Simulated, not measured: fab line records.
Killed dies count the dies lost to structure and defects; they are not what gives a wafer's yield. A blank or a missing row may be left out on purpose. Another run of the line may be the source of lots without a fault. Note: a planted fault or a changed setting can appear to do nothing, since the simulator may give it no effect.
Chamber matching | flow gf180mcu | cmp-01 running GF_CONTACT_CMP_04: 4 sister chambers
The step polishes SiO2. 8 wafers are shown with their chamber, then 7 later ones without.

== WAFERS PAIRED WITH THEIR CHAMBERS ==
wafer  | chamber | motorCurrentA (A) | timeToEndpointS (s)
L974.6 | 2       | 12.3              | 120
L975.5 | 3       | 10.1              | 100
L980.3 | 0       | 12.5              | 107
L980.4 | 1       | 13.2              | 100
L980.6 | 3       | 9.6               | 102
L982.1 | 1       | 13.5              | 97
L982.2 | 2       | 13.0              | 106
L982.4 | 0       | 13.3              | 114

== WAFERS WHOSE CHAMBER IS MISSING ==
wafer  | motorCurrentA (A) | timeToEndpointS (s)
L990.1 | 13.3              | 113
L994.2 | 13.4              | 92
L994.4 | 11.5              | 114
L994.5 | 12.8              | 107
L996.2 | 12.5              | 99
L996.3 | 10.1              | 94
L996.6 | 12.0              | 104

== WHICH CHAMBER EACH WENT THROUGH ==
wafer  | from the rows above          | in truth
L990.1 | can't be placed: 0 or 2 or 1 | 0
L994.2 | 1                            | 1
L994.4 | can't be placed: 2 or 0 or 3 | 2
L994.5 | can't be placed: 0 or 2 or 1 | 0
L996.2 | can't be placed: 1 or 0 or 2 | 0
L996.3 | 3                            | 3
L996.6 | can't be placed: 2 or 0 or 1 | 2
Correct placement for 2 of the 7. These rows do not allow placing 5 (true chamber among the candidates in 5). 0 placed wrongly.
How it was worked out, from the rows above alone: a wafer's distance from a chamber is the root of the sum, over the readings, of the square of ((its reading less the chamber's mean) divided by the reading's scatter). The wafer belongs to the nearest chamber; if the next one is less than 2 further off, it can't be placed. The mean given for a chamber averages the wafers shown for that chamber. The scatter: take each reading less its chamber's mean, square it, sum over the shown wafers, divide by the number of wafers less the number of chambers, and take the root.
